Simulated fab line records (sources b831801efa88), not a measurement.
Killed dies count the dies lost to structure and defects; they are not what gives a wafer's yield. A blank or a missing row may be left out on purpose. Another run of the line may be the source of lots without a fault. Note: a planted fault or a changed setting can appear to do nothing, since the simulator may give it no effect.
Which tool is to blame? :: flow gf180mcu :: 13 lots with 39 wafers sampled at 4 steps, on a route of 602 steps

== WHAT EACH GAUGE READ, for each wafer ==
GF_POLY_GATE_CD_MEAS_18. Usual: 279.9 nm for cd nm, sd 1.7.
lot: L313
measured: day 9 03:45
on: cd sem-02
cd nm (nm): 277.9 278.6 277.4
flag: 

lot: L314
measured: day 9 09:30
on: cd sem-02
cd nm (nm): 280.1 280.2 281.5
flag: 

lot: L315
measured: day 9 17:31
on: cd sem-02
cd nm (nm): 281.0 279.4 281.6
flag: 

lot: L316
measured: day 10 04:41
on: cd sem-02
cd nm (nm): 280.5 281.6 279.9
flag: 

lot: L317
measured: day 10 13:55
on: cd sem-02
cd nm (nm): 279.2 279.7 281.6
flag: 

lot: L318
measured: day 11 00:16
on: cd sem-02
cd nm (nm): 280.3 279.5 280.2
flag: 

lot: L319
measured: day 11 05:50
on: cd sem-02
cd nm (nm): 281.2 283.8 280.8
flag: 

lot: L320
measured: day 11 12:03
on: cd sem-02
cd nm (nm): 280.6 283.3 280.3
flag: 

lot: L330
measured: day 14 06:40
on: cd sem-01
cd nm (nm): 279.4 278.8 279.6
flag: 

lot: L332
measured: day 14 22:21
on: cd sem-01
cd nm (nm): 275.0 275.6 275.7
flag: 

lot: L333
measured: day 15 04:48
on: cd sem-01
cd nm (nm): 278.9 278.4 278.5
flag: 

lot: L334
measured: day 15 18:52
on: cd sem-01
cd nm (nm): 282.5 282.6 282.3
flag: 

lot: L335
measured: day 15 21:44
on: cd sem-01
cd nm (nm): 281.0 281.1 279.7
flag: 

== WHAT TOOL EACH LOT RAN ON (gives the tool, then ch and the chambers of the sampled wafers, and finally the start) ==
lot: L313
GF_VT_IMPLANT_RTA_45: rtp anneal-01 ch 0, day 7 11:46
GF_POLY_GATE_ETCH_13: rie si-02 ch 0,2,3, day 9 02:14
GF_POLY_GATE_STRIP_14: plasma asher-01 ch 0,1, day 9 02:17

lot: L314
GF_VT_IMPLANT_RTA_45: rtp anneal-02 ch 0, day 7 15:59
GF_POLY_GATE_ETCH_13: rie si-02 ch 0,2,3, day 9 07:56
GF_POLY_GATE_STRIP_14: plasma asher-01 ch 0,1, day 9 08:01

lot: L315
GF_VT_IMPLANT_RTA_45: rtp anneal-01 ch 0, day 7 23:33
GF_POLY_GATE_ETCH_13: rie si-01 ch 0,2, day 9 15:56
GF_POLY_GATE_STRIP_14: plasma asher-03 ch 0,1, day 9 16:01

lot: L316
GF_VT_IMPLANT_RTA_45: rtp anneal-01 ch 0, day 8 09:12
GF_POLY_GATE_ETCH_13: rie si-02 ch 0,1, day 10 01:47
GF_POLY_GATE_STRIP_14: plasma asher-02 ch 0,1, day 10 01:50

lot: L317
GF_VT_IMPLANT_RTA_45: rtp anneal-02 ch 0, day 8 16:59
GF_POLY_GATE_ETCH_13: rie si-02 ch 0,1,3, day 10 09:10
GF_POLY_GATE_STRIP_14: plasma asher-03 ch 0,1, day 10 09:13

lot: L318
GF_VT_IMPLANT_RTA_45: rtp anneal-02 ch 0, day 9 03:55
GF_POLY_GATE_ETCH_13: rie si-02 ch 0,2,3, day 10 21:38
GF_POLY_GATE_STRIP_14: plasma asher-02 ch 0,1, day 10 21:41

lot: L319
GF_VT_IMPLANT_RTA_45: rtp anneal-01 ch 0, day 9 09:40
GF_POLY_GATE_ETCH_13: rie si-02 ch 0,2, day 11 04:20
GF_POLY_GATE_STRIP_14: plasma asher-02 ch 0,1, day 11 04:23

lot: L320
GF_VT_IMPLANT_RTA_45: rtp anneal-02 ch 0, day 9 13:33
GF_POLY_GATE_ETCH_13: rie si-02 ch 0,3, day 11 09:41
GF_POLY_GATE_STRIP_14: plasma asher-03 ch 0,1, day 11 09:46

lot: L330
GF_VT_IMPLANT_RTA_45: rtp anneal-01 ch 0, day 12 06:01
GF_POLY_GATE_ETCH_13: rie si-01 ch 1,2, day 14 04:08
GF_POLY_GATE_STRIP_14: plasma asher-01 ch 0, day 14 04:11

lot: L332
GF_VT_IMPLANT_RTA_45: rtp anneal-01 ch 0, day 12 21:55
GF_POLY_GATE_ETCH_13: rie si-02 ch 1,2, day 14 20:50
GF_POLY_GATE_STRIP_14: plasma asher-02 ch 0,1, day 14 20:53

lot: L333
GF_VT_IMPLANT_RTA_45: rtp anneal-01 ch 0, day 13 04:17
GF_POLY_GATE_ETCH_13: rie si-02 ch 0,1,2, day 15 02:31
GF_POLY_GATE_STRIP_14: plasma asher-03 ch 0,1, day 15 02:35

lot: L334
GF_VT_IMPLANT_RTA_45: rtp anneal-02 ch 0, day 13 12:40
GF_POLY_GATE_ETCH_13: rie si-02 ch 2,3, day 15 16:01
GF_POLY_GATE_STRIP_14: plasma asher-02 ch 0,1, day 15 16:04

lot: L335
GF_VT_IMPLANT_RTA_45: rtp anneal-02 ch 0, day 13 18:16
GF_POLY_GATE_ETCH_13: rie si-02 ch 0,3, day 15 18:31
GF_POLY_GATE_STRIP_14: plasma asher-03 ch 0,1, day 15 18:35
- GF_VT_IMPLANT_RTA_45: time 30 s.
- GF_POLY_GATE_ETCH_13: etches poly-Si in HBr/Cl2, stops on SiO2, target depth 198.5 nm, time 69.6 s.
- GF_POLY_GATE_STRIP_14: strips in O2/N2.

== WHAT THE TOOLS THEMSELVES READ (means of the sampled wafers that have a number; where no wafer has one, the mark that the record gives instead) ==
GF_VT_IMPLANT_RTA_45. Usual: lamp power pct 37 %, standard deviation 3.3; wafer_temp_C_max 1056.1, standard deviation 1.2.
lot: L313
tool: rtp anneal-01
lamp power pct (%): 34
wafer_temp_C_max: 1056.1
flag: 

lot: L314
tool: rtp anneal-02
lamp power pct (%): 40
wafer_temp_C_max: 1056.2
flag: 

lot: L315
tool: rtp anneal-01
lamp power pct (%): 34
wafer_temp_C_max: 1055.8
flag: 

lot: L316
tool: rtp anneal-01
lamp power pct (%): 34
wafer_temp_C_max: 1055.5
flag: 

lot: L317
tool: rtp anneal-02
lamp power pct (%): 40
wafer_temp_C_max: 1055.1
flag: 

lot: L318
tool: rtp anneal-02
lamp power pct (%): 40
wafer_temp_C_max: 1055.4
flag: 

lot: L319
tool: rtp anneal-01
lamp power pct (%): 34
wafer_temp_C_max: 1057.1
flag: 

lot: L320
tool: rtp anneal-02
lamp power pct (%): 40
wafer_temp_C_max: 1055.8
flag: 

lot: L330
tool: rtp anneal-01
lamp power pct (%): 34
wafer_temp_C_max: 1055.9
flag: 

lot: L332
tool: rtp anneal-01
lamp power pct (%): 34
wafer_temp_C_max: 1055.7
flag: 

lot: L333
tool: rtp anneal-01
lamp power pct (%): 34
wafer_temp_C_max: 1056.4
flag: 

lot: L334
tool: rtp anneal-02
lamp power pct (%): 40
wafer_temp_C_max: 1055.6
flag: 

lot: L335
tool: rtp anneal-02
lamp power pct (%): 40
wafer_temp_C_max: 1055.2
flag: 

GF_POLY_GATE_ETCH_13. Usual: drypump motor current A 5.51 A, standard deviation 0.28; he backside leak sccm 2.67 sccm, standard deviation 0.23; mfc cl2 sccm 49.97 sccm, standard deviation 0.17; oes product au 0.991 a.u., standard deviation 0.006; throttle valve pct 33.685 %, standard deviation 0.0097.
lot: L313
tool: rie si-02
drypump motor current A (A): 5.32
he backside leak sccm (sccm): 2.76
mfc cl2 sccm (sccm): 50.03
oes product au (a.u.): 0.993
throttle valve pct (%): 33.686
flag: 

lot: L314
tool: rie si-02
drypump motor current A (A): 5.34
he backside leak sccm (sccm): 2.90
mfc cl2 sccm (sccm): 50.23
oes product au (a.u.): 0.991
throttle valve pct (%): 33.679
flag: 

lot: L315
tool: rie si-01
drypump motor current A (A): 5.54
he backside leak sccm (sccm): 2.48
mfc cl2 sccm (sccm): 50.08
oes product au (a.u.): 0.996
throttle valve pct (%): 33.682
flag: 

lot: L316
tool: rie si-02
drypump motor current A (A): 5.56
he backside leak sccm (sccm): 2.80
mfc cl2 sccm (sccm): 50.00
oes product au (a.u.): 0.990
throttle valve pct (%): 33.681
flag: 

lot: L317
tool: rie si-02
drypump motor current A (A): 5.43
he backside leak sccm (sccm): 2.70
mfc cl2 sccm (sccm): 49.76
oes product au (a.u.): 0.999
throttle valve pct (%): 33.682
flag: 

lot: L318
tool: rie si-02
drypump motor current A (A): 5.32
he backside leak sccm (sccm): 2.68
mfc cl2 sccm (sccm): 49.86
oes product au (a.u.): 0.921
throttle valve pct (%): 33.694
flag: OFF

lot: L319
tool: rie si-02
drypump motor current A (A): 5.47
he backside leak sccm (sccm): 2.93
mfc cl2 sccm (sccm): 49.84
oes product au (a.u.): 0.852
throttle valve pct (%): 33.685
flag: OFF

lot: L320
tool: rie si-02
drypump motor current A (A): 5.43
he backside leak sccm (sccm): 2.73
mfc cl2 sccm (sccm): 49.67
oes product au (a.u.): 0.853
throttle valve pct (%): 33.691
flag: OFF

lot: L330
tool: rie si-01
drypump motor current A (A): 5.80
he backside leak sccm (sccm): 2.39
mfc cl2 sccm (sccm): 50.09
oes product au (a.u.): 0.982
throttle valve pct (%): 33.690
flag: 

lot: L332
tool: rie si-02
drypump motor current A (A): 5.44
he backside leak sccm (sccm): 2.58
mfc cl2 sccm (sccm): 50.03
oes product au (a.u.): 0.994
throttle valve pct (%): 33.678
flag: 

lot: L333
tool: rie si-02
drypump motor current A (A): 5.45
he backside leak sccm (sccm): 2.66
mfc cl2 sccm (sccm): 49.99
oes product au (a.u.): 0.988
throttle valve pct (%): 33.681
flag: 

lot: L334
tool: rie si-02
drypump motor current A (A): 5.22
he backside leak sccm (sccm): 2.73
mfc cl2 sccm (sccm): 50.07
oes product au (a.u.): 0.983
throttle valve pct (%): 33.687
flag: 

lot: L335
tool: rie si-02
drypump motor current A (A): 5.42
he backside leak sccm (sccm): 2.83
mfc cl2 sccm (sccm): 49.86
oes product au (a.u.): 0.989
throttle valve pct (%): 33.696
flag: 

GF_POLY_GATE_STRIP_14. Usual: drypump motor current A 5.8 A, standard deviation 0.37; heater power w 361 W, standard deviation 39; oes product au 0.504 a.u., standard deviation 0.0047.
lot: L313
tool: plasma asher-01
drypump motor current A (A): 5.4
heater power w (W): 336
oes product au (a.u.): 0.501
flag: 

lot: L314
tool: plasma asher-01
drypump motor current A (A): 5.3
heater power w (W): 361
oes product au (a.u.): 0.501
flag: 

lot: L315
tool: plasma asher-03
drypump motor current A (A): 6.0
heater power w (W): 335
oes product au (a.u.): 0.506
flag: 

lot: L316
tool: plasma asher-02
drypump motor current A (A): 6.0
heater power w (W): 377
oes product au (a.u.): 0.504
flag: 

lot: L317
tool: plasma asher-03
drypump motor current A (A): 6.0
heater power w (W): 329
oes product au (a.u.): 0.499
flag: 

lot: L318
tool: plasma asher-02
drypump motor current A (A): 6.1
heater power w (W): 397
oes product au (a.u.): 0.510
flag: 

lot: L319
tool: plasma asher-02
drypump motor current A (A): 6.0
heater power w (W): 383
oes product au (a.u.): 0.515
flag: 

lot: L320
tool: plasma asher-03
drypump motor current A (A): 6.1
heater power w (W): 345
oes product au (a.u.): 0.514
flag: 

lot: L330
tool: plasma asher-01
drypump motor current A (A): 5.6
heater power w (W): 302
oes product au (a.u.): 0.500
flag: 

lot: L332
tool: plasma asher-02
drypump motor current A (A): 6.0
heater power w (W): 383
oes product au (a.u.): 0.506
flag: 

lot: L333
tool: plasma asher-03
drypump motor current A (A): 6.0
heater power w (W): 349
oes product au (a.u.): 0.505
flag: 

lot: L334
tool: plasma asher-02
drypump motor current A (A): 6.2
heater power w (W): 392
oes product au (a.u.): 0.505
flag: 

lot: L335
tool: plasma asher-03
drypump motor current A (A): 6.0
heater power w (W): 332
oes product au (a.u.): 0.508
flag: 

== THE ANSWER, worked out from the rows above alone ==
Rule: lot off if the mean of its wafers having a number is beyond 3 standard deviations from the usual mean. A lot without any number at a reading at which 4 lots or more have one is off too. All remaining lots with rows at the step are treated as sound. First the gauges in route order, then the tools' own readings, where a lot's mean is used as printed above. The first step at which some lot is off is used, and at that step the reading that is off furthest; a lot without a number counts as furthest.
Off at GF_POLY_GATE_ETCH_13 (oes product au): L318, L319, L320.
A tool fits if, at that step or a process step before it, it ran every lot that is off, and no sound lot after the first of them. No candidate that was tried fits.

== WHAT THE SIMULATOR HAD INSERTED ==
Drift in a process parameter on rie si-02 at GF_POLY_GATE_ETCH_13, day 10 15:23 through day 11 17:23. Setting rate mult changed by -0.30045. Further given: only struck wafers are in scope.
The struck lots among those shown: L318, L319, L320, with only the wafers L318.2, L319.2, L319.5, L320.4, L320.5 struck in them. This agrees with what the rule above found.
